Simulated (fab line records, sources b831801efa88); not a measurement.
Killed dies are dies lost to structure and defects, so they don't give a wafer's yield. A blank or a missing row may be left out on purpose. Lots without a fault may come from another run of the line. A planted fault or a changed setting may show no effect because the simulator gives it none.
fab line records | flow sky130
record lots=12 wafers=36 last_day=50
route steps=708 shown SONOS_TUNNEL@156 POLY_GATE@231 LDD_HVP@288 SD_P@330
lots that met no fault: from a run of the same line without faults
start_h: hours from the record's first day to the start of the lot's first wafer shown | wait_h: hours since the lot's step before | " the same as in the row above | L1.1+2: a row that stands for several wafers | - no value, or no start given | * or withheld: withheld | < > ~ a bound
route shown NAME@n: a module of which the file shows steps, and the number in the route of the first | usual: mean/standard deviation of fault-free wafers | same: alike in all rows | chamber/n: place in a boat | sites: the reading at each site | _std_site: their standard deviation | _edge_site: outer sites' mean less inner sites' | radius_mm: how far each site lies from the wafer's centre | mask NAME#n: copy n | behind: the tool/chamber that last shaped the wafer | hold: why the lot was held/for how many hours/how that ended | device: the transistor (n, p or np) that didn't switch | end of line: the same wafers' tests at the end of the route | a step without rows: its recipe alone | killed: dies lost to structure and defects at the first sort, not the wafer's yield | map: a wafer's dies, x killed, . not, _ none there
set.NAME: the setting as run; set.NAME@STEP: as run at that earlier step | model.NAME: the simulator's own value behind a step, which no gauge read
steps of the route over a sample of lots; a table a step, a row a wafer
services: from which hour (start_h, from the record's first day; less than 0 if before it) a tool's chamber was out of use, for how many hours, and why
## steps
# step SKY_SONOS_TUNNEL_COAT_02
# recipe resist=NOVOLAK spin_rpm=3000 resist_thk_nm=1140
# usual spin_speed_rpm=3000.6/2
# columns lot.wafer tool chamber start_h wait_h spin_speed_rpm
L645.1 litho_track-01 0 258.49 0.1 3001.0
L645.3 " 0 " " 3002.0
L645.5 " 0 " " 3000.7
L646.2 litho_track-04 0 263.49 0.1 3001.9
L646.4 " 0 " " 3002.5
L646.5 " 0 " " 3005.0
L648.1 litho_track-02 0 283.46 0.1 2998.6
L648.3 " 0 " " 2999.6
L648.5 " 0 " " 3000.5
L649.1 litho_track-02 0 293.76 0.1 2997.2
L649.2 " 0 " " 2998.1
L649.4 " 0 " " 2999.3
L650.2 litho_track-01 0 300.71 0.1 3000.0
L650.4 " 0 " " 3003.9
L650.6 " 0 " " 3001.6
L652.3 litho_track-04 0 313.11 0.1 3001.9
L652.4 " 0 " " 2999.5
L652.5 " 0 " " 3000.1
L654.4 litho_track-02 0 332.24 0.1 3001.1
L654.5 " 0 " " 2998.9
L654.6 " 0 " " 2997.5
L655.1 litho_track-04 0 337.46 0.1 3000.0
L655.4 " 0 " " 3003.6
L655.6 " 0 " " 3002.0
L662.2 litho_track-04 0 394.28 0.1 3435.7
L662.3 " 0 " " 3440.4
L662.6 " 0 " " 3435.4
L663.1 litho_track-04 0 400.41 0.1 3437.8
L663.4 " 0 " " 3439.2
L663.5 " 0 " " 3436.1
L664.1 litho_track-01 0 406.29 0.1 2998.0
L664.3 " 0 " " 2999.2
L664.4 " 0 " " 2995.0
L665.2 litho_track-02 0 416.74 0.1 3001.9
L665.3 " 0 " " 3002.6
L665.6 " 0 " " 3000.2
# step SKY_SONOS_TUNNEL_CD_MEAS_07
# recipe target_cd_nm=410
# usual cd_nm=409.7/2.4
# columns lot.wafer tool chamber start_h wait_h cd_nm
L645.1 cd_sem-01 - 271.11 0.1 410.7
L645.3 " - " " 413.5
L645.5 " - " " 409.9
L646.2 cd_sem-01 - 276.21 0.1 408.2
L646.4 " - " " 408.4
L646.5 " - " " 408.1
L648.1 cd_sem-02 - 297.06 0.1 408.6
L648.3 " - " " 406.9
L648.5 " - " " 408.6
L649.1 cd_sem-01 - 306.84 0.1 408.8
L649.2 " - " " 407.2
L649.4 " - " " 406.7
L650.2 cd_sem-01 - 313.11 0.1 415.1
L650.4 " - " " 416.7
L650.6 " - " " 416.0
L652.3 cd_sem-02 - 326.75 0.1 407.9
L652.4 " - " " 410.6
L652.5 " - " " 409.5
L654.4 cd_sem-01 - 345.87 0.1 409.3
L654.5 " - " " 408.1
L654.6 " - " " 408.4
L655.1 cd_sem-01 - 351.86 0.1 404.7
L655.4 " - " " 404.8
L655.6 " - " " 407.6
L662.2 cd_sem-02 - 408.93 0.1 414.8
L662.3 " - " " 416.9
L662.6 " - " " 414.5
L663.1 cd_sem-02 - 416.48 0.1 418.4
L663.4 " - " " 417.1
L663.5 " - " " 420.4
L664.1 cd_sem-02 - 421.81 0.1 409.6
L664.3 " - " " 408.4
L664.4 " - " " 409.5
L665.2 cd_sem-02 - 431.40 0.2 406.5
L665.3 " - " " 409.8
L665.6 " - " " 407.3
# step SKY_POLY_GATE_ETCH_17
# recipe target_depth_nm=180 stop_on=SiO2 over_etch_frac=0.56667 chemistry=HBr/Cl2 target=poly-Si icp_w=400 bias_w=100 pressure_mtorr=10 HBr_flow_sccm=150 Cl2_flow_sccm=50 time_s=70.5
# usual drypump_motor_current_A=5.9/0.57 oes_product_au=0.982/0.0083 throttle_valve_pct=33.684/0.0085
# columns lot.wafer tool chamber start_h wait_h drypump_motor_current_A oes_product_au rf_hours_counter_h throttle_valve_pct
L645.1 rie_si-01 3 396.20 0.0 5.9 0.974 4 33.671
L645.3 " 1 " " 6.2 0.980 30 33.681
L645.5 " 3 " " 5.9 0.966 - 33.697
L646.2 rie_si-01 1 401.12 0.0 6.2 0.988 31 33.694
L646.4 " 3 " " 5.9 0.979 4 33.696
L646.5 " 1 " " 6.2 0.989 - 33.686
L648.1 rie_si-02 3 421.25 0.0 5.1 0.992 0 33.683
L648.3 " 0 " " 6.4 0.985 5 33.676
L648.5 " 1 " " 4.9 0.981 - 33.688
L649.1 rie_si-01 1 437.95 0.0 6.2 0.989 31 33.676
L649.2 " 2 " " 6.6 0.980 2 33.685
L649.4 " 3 " " 5.9 0.982 4 33.687
L650.2 rie_si-02 1 442.05 0.0 4.9 0.981 4 33.689
L650.4 " 3 " " 5.1 0.988 0 33.685
L650.6 " 1 " " 4.9 0.980 - 33.699
L652.3 rie_si-02 2 460.55 0.0 6.2 0.979 0 33.696
L652.4 " 0 " " 6.4 0.976 6 33.679
L652.5 " 0 " " 6.4 0.972 - 33.695
L654.4 rie_si-02 2 479.55 0.0 6.1 1.004 0 33.690
L654.5 " 3 " " 5.1 0.987 - 33.690
L654.6 " 2 " " 6.1 0.993 - 33.685
L655.1 rie_si-01 1 486.45 0.0 6.2 0.993 31 33.690
L655.4 " 2 " " 6.5 0.981 3 33.674
L655.6 " 0 " " 6.3 0.994 - 33.679
L662.2 rie_si-02 0 553.10 0.0 6.4 0.971 6 33.677
L662.3 " 1 " " 4.9 0.975 5 33.691
L662.6 " 1 " " 4.9 0.977 - 33.702
L663.1 rie_si-01 2 555.82 0.0 6.6 0.983 3 33.669
L663.4 " 0 " " 6.2 0.989 4 33.685
L663.5 " 2 " " 6.6 0.977 - 33.697
L664.1 rie_si-02 0 560.40 0.0 6.4 0.972 6 33.684
L664.3 " 2 " " 6.1 0.986 1 33.688
L664.4 " 1 " " 4.9 0.985 5 33.677
L665.2 rie_si-01 2 566.32 0.0 6.5 0.977 3 33.695
L665.3 " 3 " " 5.9 0.972 5 33.671
L665.6 " 2 " " 6.6 0.976 - 33.685
# step SKY_LDD_HVP_TW_MEAS_10
# usual LDD_HVP_TW=455.9/2.9
# columns lot.wafer tool chamber start_h wait_h LDD_HVP_TW
L645.1 film_metro-02 - 524.87 0.1 457.4
L645.3 " - " " 456.3
L645.5 " - " " 458.6
L646.2 film_metro-04 - 528.11 0.1 455.4
L646.4 " - " " 458.4
L646.5 " - " " 457.0
L648.1 film_metro-03 - 547.99 0.1 454.3
L648.3 " - " " 453.6
L648.5 " - " " 456.5
L649.1 film_metro-02 - 562.34 0.1 459.8
L649.2 " - " " 459.5
L649.4 " - " " 460.0
L650.2 film_metro-03 - 568.13 0.1 457.5
L650.4 " - " " 459.0
L650.6 " - " " 458.3
L652.3 film_metro-04 - 587.16 0.1 451.4
L652.4 " - " " 454.2
L652.5 " - " " 452.6
L654.4 film_metro-03 - 603.37 0.1 456.6
L654.5 " - " " 461.9
L654.6 " - " " 455.4
L655.1 film_metro-02 - 609.37 0.1 458.5
L655.4 " - " " 460.0
L655.6 " - " " 461.1
L662.2 film_metro-02 - 673.15 0.1 455.5
L662.3 " - " " 457.3
L662.6 " - " " 457.1
L663.1 film_metro-03 - 675.74 0.1 455.4
L663.4 " - " " 458.3
L663.5 " - " " 458.8
L664.1 film_metro-03 - 678.89 0.1 457.2
L664.3 " - " " 460.2
L664.4 " - " " 460.4
L665.2 film_metro-04 - 685.88 0.1 450.8
L665.3 " - " " 454.9
L665.6 " - " " 452.6
# step SKY_SD_P_STRIP_10
# recipe chemistry=O2/N2 power_w=1400 pressure_mtorr=1500 platen_temp_c=withheld o2_flow_sccm=3000 n2_flow_sccm=300 overash_fraction=0.5
# usual drypump_motor_current_A=5.5/0.68 oes_product_au=0.617/0.0049 strip_time_to_endpoint_s=17.50/0.039
# columns lot.wafer tool chamber start_h wait_h drypump_motor_current_A oes_product_au rf_hours_counter_h strip_time_to_endpoint_s
L645.1 plasma_asher-01 1 615.74 0.1 5.0 0.625 14 17.48
L645.3 " 1 " " 5.0 0.616 - 17.51
L645.5 " 0 " " 4.8 0.617 - 17.49
L646.2 plasma_asher-02 0 620.71 0.1 5.8 0.619 94 17.45
L646.4 " 0 " " 5.8 0.621 - 17.49
L646.5 " 1 " " 6.4 0.609 - 17.52
L648.1 plasma_asher-01 1 638.37 0.1 5.0 0.617 16 17.55
L648.3 " 0 " " 4.8 0.613 - 17.46
L648.5 " 0 " " 4.8 0.607 - 17.50
L649.1 plasma_asher-04 0 654.07 0.1 6.4 0.616 55 17.51
L649.2 " 1 " " 4.9 0.615 55 17.50
L649.4 " 0 " " 6.3 0.625 - 17.50
L650.2 plasma_asher-02 0 659.24 0.1 5.8 0.620 98 17.53
L650.4 " 0 " " 5.8 0.615 - 17.56
L650.6 " 1 " " 6.4 0.622 - 17.55
L652.3 plasma_asher-04 0 676.90 0.1 6.3 0.625 - 17.51
L652.4 " 1 " " 4.9 0.617 - 17.53
L652.5 " 0 " " 6.3 0.626 - 17.47
L654.4 plasma_asher-04 1 691.35 0.1 4.9 0.618 - 17.47
L654.5 " 0 " " 6.3 0.613 - 17.51
L654.6 " 1 " " 4.9 0.624 - 17.54
L655.1 plasma_asher-04 1 697.17 0.1 5.0 0.619 59 17.51
L655.4 " 0 " " 6.4 0.621 - 17.53
L655.6 " 0 " " 6.4 0.615 - 17.53
L662.2 plasma_asher-04 0 759.27 0.1 6.3 0.621 67 17.52
L662.3 " 1 " " 4.9 0.612 - 17.51
L662.6 " 1 " " 4.9 0.612 - 17.58
L663.1 plasma_asher-01 1 762.02 0.1 5.0 0.628 24 17.50
L663.4 " 0 " " 4.8 0.624 - 17.51
L663.5 " 0 " " 4.8 0.614 - 17.52
L664.1 plasma_asher-01 1 765.12 0.1 5.0 0.614 24 17.51
L664.3 " 1 " " 5.0 0.618 - 17.52
L664.4 " 0 " " 4.8 0.613 - 17.54
L665.2 plasma_asher-02 1 770.77 0.1 6.4 0.619 2 17.44
L665.3 " 1 " " 6.4 0.620 - 17.47
L665.6 " 1 " " 6.4 0.609 - 17.49
## services
# columns tool chamber start_h hours kind
rie_si-01 3 241.42 6.2 repair
rie_si-02 - 243.28 0.2 repair
rie_si-01 - 263.29 0.3 repair
plasma_asher-04 - 302.79 4.4 repair
plasma_asher-01 - 346.80 8.8 repair
rie_si-01 2 386.17 13.5 repair
rie_si-02 - 397.15 0.5 repair
plasma_asher-01 - 421.25 9.0 pm
plasma_asher-01 - 468.55 28.1 pm
rie_si-01 - 503.17 0.5 repair
rie_si-02 - 505.62 2.8 pm
rie_si-01 3 512.52 5.5 repair
plasma_asher-01 - 520.03 14.3 repair
rie_si-02 2 520.04 4.1 repair
rie_si-01 2 527.19 0.9 repair
rie_si-02 2 612.65 20.2 repair
rie_si-02 0 645.75 14.3 repair
plasma_asher-04 - 675.47 1.3 repair
plasma_asher-01 - 677.29 24.6 repair
plasma_asher-01 - 701.87 14.6 pm
rie_si-02 - 705.59 0.6 repair
plasma_asher-01 - 711.72 0.8 repair
rie_si-02 - 729.48 1.3 repair
rie_si-02 0 750.00 6.7 repair
## key
first_sign step=SKY_SONOS_TUNNEL_COAT_02 reading=spin_speed_rpm direction=up sigmas=99+ usual=3000.6 struck=3437.5
effect step=SKY_SONOS_TUNNEL_CD_MEAS_07 reading=cd_nm direction=up sigmas=3.1 usual=409.7 struck=417.0
met_at SKY_SONOS_TUNNEL_COAT_02
struck_lots L662,L663
tester_left_out L662,L663
not_acting_at SKY_POLY_GATE_ETCH_17,SKY_LDD_HVP_TW_MEAS_10,SKY_SD_P_STRIP_10
onset_between 337.46 394.28
fault kind=process_parameter_drift tool=litho_track-04 chamber=- onset_h=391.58 steps=SKY_SONOS_TUNNEL_COAT_02 channel=spin_rpm offset=437.44 shape=step end_h=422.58 acts_in=these_recipes_only stated=3000
# tester_left_out: of these lots the tester's yield and bins aren't shown, on N5 and GAA mostly nor the transistor test; their killed dies are dies lost to structure and defects alone, not to doping, threshold or leakage, so they don't give the yield
